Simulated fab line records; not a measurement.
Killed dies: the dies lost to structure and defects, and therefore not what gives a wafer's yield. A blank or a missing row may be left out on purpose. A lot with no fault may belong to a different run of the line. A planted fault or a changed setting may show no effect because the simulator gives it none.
Matching of chambers / flow gf180mcu / 4 sister chambers for GF_V4_CMP_04 on cmp-01
The step polishes SiO2. 4 wafers are shown with their chamber, then 9 later ones without.

## WAFERS WITH THEIR CHAMBER
wafer=L247.2; chamber=2; motorCurrentA (A)=12.0
wafer=L250.1; chamber=3; motorCurrentA (A)=11.6
wafer=L250.2; chamber=0; motorCurrentA (A)=12.5
wafer=L250.4; chamber=1; motorCurrentA (A)=13.0

## WAFERS WHOSE CHAMBER IS MISSING
wafer=L251.1; motorCurrentA (A)=13.1
wafer=L251.3; motorCurrentA (A)=11.2
wafer=L251.6; motorCurrentA (A)=11.6
wafer=L254.3; motorCurrentA (A)=11.2
wafer=L254.4; motorCurrentA (A)=12.6
wafer=L254.5; motorCurrentA (A)=11.1
wafer=L255.3; motorCurrentA (A)=12.6
wafer=L255.4; motorCurrentA (A)=11.4
wafer=L255.6; motorCurrentA (A)=11.2

## WHICH CHAMBER EACH ONE RAN IN
wafer=L251.1; from the rows above=can't be placed: 1 or 0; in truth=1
wafer=L251.3; from the rows above=can't be placed: 3 or 2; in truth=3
wafer=L251.6; from the rows above=can't be placed: 3 or 2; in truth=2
wafer=L254.3; from the rows above=can't be placed: 3 or 2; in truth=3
wafer=L254.4; from the rows above=can't be placed: 0 or 1 or 2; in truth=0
wafer=L254.5; from the rows above=can't be placed: 3 or 2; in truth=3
wafer=L255.3; from the rows above=can't be placed: 0 or 1 or 2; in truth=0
wafer=L255.4; from the rows above=can't be placed: 3 or 2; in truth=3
wafer=L255.6; from the rows above=can't be placed: 3 or 2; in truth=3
Placed correctly: 0 of 9. These rows do not allow placing 9 (true chamber among the candidates in 9). Wrongly placed: 0.
How it was worked out, from the rows above alone: a wafer's distance from a chamber is the root of the sum, over the readings, of the square of ((its reading less the chamber's mean) divided by the reading's scatter). The wafer belongs to the nearest chamber; if the next one is less than 2 further off, it can't be placed. Each chamber's mean is taken over the wafers shown for it. The scatter: with one shown wafer a chamber, the root of the mean of the squares of how far each hidden wafer lies from its nearest shown one.
